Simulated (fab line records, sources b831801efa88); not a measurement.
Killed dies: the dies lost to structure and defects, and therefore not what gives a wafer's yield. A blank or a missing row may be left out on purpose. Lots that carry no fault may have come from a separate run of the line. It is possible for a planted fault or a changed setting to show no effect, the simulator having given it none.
Matching of chambers -- flow sky130 -- SKY_VIA2_CMP_24 on cmp-01: 4 sister chambers
The step polishes, stops on SiO2, t overpolish 20 s, target thk 0 nm. 18 wafers are shown with their chamber, then 9 later ones without.

## WAFERS, EACH WITH ITS CHAMBER
wafer,chamber,motor_current_A (A),time_to_endpoint_s (s),overpolish_run_s (s)
L785.1,0,10.9,98,20.006
L785.5,1,12.0,102,20.000
L785.6,0,10.7,97,20.007
L789.1,2,10.8,102,20.012
L789.3,0,10.6,92,20.011
L789.4,3,9.3,99,19.984
L790.2,3,9.6,102,19.989
L790.3,1,12.2,103,19.986
L790.4,0,10.6,94,20.011
L791.1,0,10.6,96,20.009
L791.3,2,10.4,104,19.991
L791.5,1,12.6,98,19.994
L792.2,1,12.6,108,19.992
L792.3,3,9.5,101,20.016
L792.4,2,10.3,104,20.009
L793.2,1,12.1,105,19.990
L793.4,2,10.4,106,20.013
L793.5,2,10.9,108,20.014

SIGNATURES (averages over the wafers above)
reading,chamber 0,chamber 1,chamber 2,chamber 3,scatter within a chamber
motor_current_A,10.680,12.300,10.560,9.467,0.228
time_to_endpoint_s,95.40,103.20,104.80,100.67,2.72
overpolish_run_s,20.00880,19.99240,20.00780,19.99633,0.00881
Rule: a wafer's distance from a chamber is the root of the sum, over the readings, of the square of ((its reading less the chamber's mean) divided by the reading's scatter). The wafer belongs to the nearest chamber; if the next one is less than 2 further off, it can't be placed. The scatter: take each reading less its chamber's mean, square it, sum over the shown wafers, divide by the number of wafers less the number of chambers, and take the root.

## WAFERS MISSING THEIR CHAMBER
wafer,motor_current_A (A),time_to_endpoint_s (s),overpolish_run_s (s)
L800.2,10.5,108,20.008
L800.3,9.3,103,20.004
L800.6,12.2,107,20.004
L801.2,10.8,108,20.007
L801.3,9.4,104,20.000
L801.4,11.8,105,19.993
L802.3,11.5,111,19.991
L802.5,10.6,102,20.000
L802.6,11.4,111,20.022

## WHICH CHAMBER EACH WENT THROUGH
wafer,from the rows above,in truth
L800.2,2,2
L800.3,3,3
L800.6,1,1
L801.2,2,2
L801.3,3,3
L801.4,1,1
L802.3,can't be placed: 1 or 2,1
L802.5,can't be placed: 2 or 0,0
L802.6,can't be placed: 2 or 1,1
Placed correctly: 6 of 9. Unplaceable from these rows: 3, with the true chamber sitting among the candidates in 3. Wrongly placed: 0.
